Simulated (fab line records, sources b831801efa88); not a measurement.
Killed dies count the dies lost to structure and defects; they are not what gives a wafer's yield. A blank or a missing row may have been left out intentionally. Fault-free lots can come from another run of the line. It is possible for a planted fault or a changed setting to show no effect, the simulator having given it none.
One fault through the eyes of 2 desks + flow sky130 + what lay behind the numbers comes last; until then each desk has only its own

## METROLOGY DESK
Means of the sampled wafers that have a number, per lot and without regard to the tool the lot ran on: this is what the gauges read. If a lot's mean is further than 4 standard deviations from the usual mean, the lot is out of limits and carries the mark OUT (the distance appears in the brackets).
Columns: A = VT_ADJUST_LVTN_OVL at SKY_VT_ADJUST_LVTN_OVL_MEAS_07, usual 0.4 nm; B = VT_ADJUST_LVTN_TW at SKY_VT_ADJUST_LVTN_TW_MEAS_10, usual 241.9; C = SONOS_TUNNEL_TW at SKY_SONOS_TUNNEL_TW_MEAS_12, usual 198.1
| lot  | first seen here | A    | B     | C                      |
|------|-----------------|------|-------|------------------------|
| L339 | day 7 02:52     | 0.2  | 239.7 | 197.0                  |
| L341 | day 7 12:25     | 0.4  | 241.2 | 198.3                  |
| L344 | day 8 13:04     | -0.7 | 241.9 | 198.9                  |
| L345 | day 8 23:47     | -1.1 | 240.6 | 198.4                  |
| L347 | day 9 07:07     | 2.8  | 241.1 | 199.2                  |
| L348 | day 9 16:52     | 1.4  | 241.4 | 197.9                  |
| L350 | day 10 06:04    | 0.4  | 243.8 | 198.5                  |
| L354 | day 11 01:07    | 1.6  | 241.5 | 30.2 (-99 or more) OUT |
| L355 | day 11 07:58    | 0.5  | 241.9 | 29.9 (-99 or more) OUT |
| L356 | day 11 14:44    | -2.8 | 245.1 | 200.2                  |
| L360 | day 13 03:07    | 0.2  | 243.3 | 198.6                  |
| L361 | day 13 13:53    | -2.0 | 242.8 | 196.9                  |
Per this desk, out of limits: L354, L355; the first was L354, day 16 12:05 (SONOS_TUNNEL_TW at SKY_SONOS_TUNNEL_TW_MEAS_12). In limits: L339, L341, L344, L345, L347, L348, L350, L356, L360, L361.

## TOOL OWNER'S DESK, plasma_asher-04
The tool's own readings at SKY_VT_ADJUST_PCH_STRIP_09 (strips in O2/N2): means of the sampled wafers that have a number, for each lot that ran on this tool. If a lot's mean is further than 4 standard deviations from the usual mean, the lot is out of limits and carries the mark OUT (the distance appears in the brackets).
Columns: A = chamber_pressure_mTorr at SKY_VT_ADJUST_PCH_STRIP_09, usual 1500.0 mTorr; B = drypump_motor_current_A at SKY_VT_ADJUST_PCH_STRIP_09, usual 5.22 A; C = o2_flow_sccm at SKY_VT_ADJUST_PCH_STRIP_09, usual 3000 sccm; D = oes_product_au at SKY_VT_ADJUST_PCH_STRIP_09, usual 0.722 a.u.; E = strip_time_to_endpoint_s at SKY_VT_ADJUST_PCH_STRIP_09, usual 36.93 s
| lot  | first seen here | A      | B    | C    | D     | E     |
|------|-----------------|--------|------|------|-------|-------|
| L341 | day 11 01:19    | 1499.0 | 5.00 | 3010 | 0.717 | 36.74 |
| L348 | day 13 17:30    | 1500.7 | 5.10 | 3011 | 0.721 | 37.03 |
| L350 | day 14 09:36    | 1500.1 | 5.01 | 3002 | 0.724 | 37.00 |
This desk found nothing out of limits on any of the 3 lots.

## BROUGHT TOGETHER
An alarm was possible from the metrology desk at day 16 12:05, on L354, L355.
Nothing out of limits was seen by the tool owner's desk.
The tool owner's desk has no number on record for L354, L355.
On plasma_asher-04, each named lot ran SKY_VT_ADJUST_PCH_STRIP_09.

## WHAT THE SIMULATOR HAD INSERTED
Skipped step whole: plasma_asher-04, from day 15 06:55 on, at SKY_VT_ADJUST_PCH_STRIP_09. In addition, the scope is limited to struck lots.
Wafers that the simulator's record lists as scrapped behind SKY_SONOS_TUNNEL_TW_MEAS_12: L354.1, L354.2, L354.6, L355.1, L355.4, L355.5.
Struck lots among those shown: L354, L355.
Time in hours between the start of the fault and the first out-of-limits reading at each desk: metrology desk, 29.
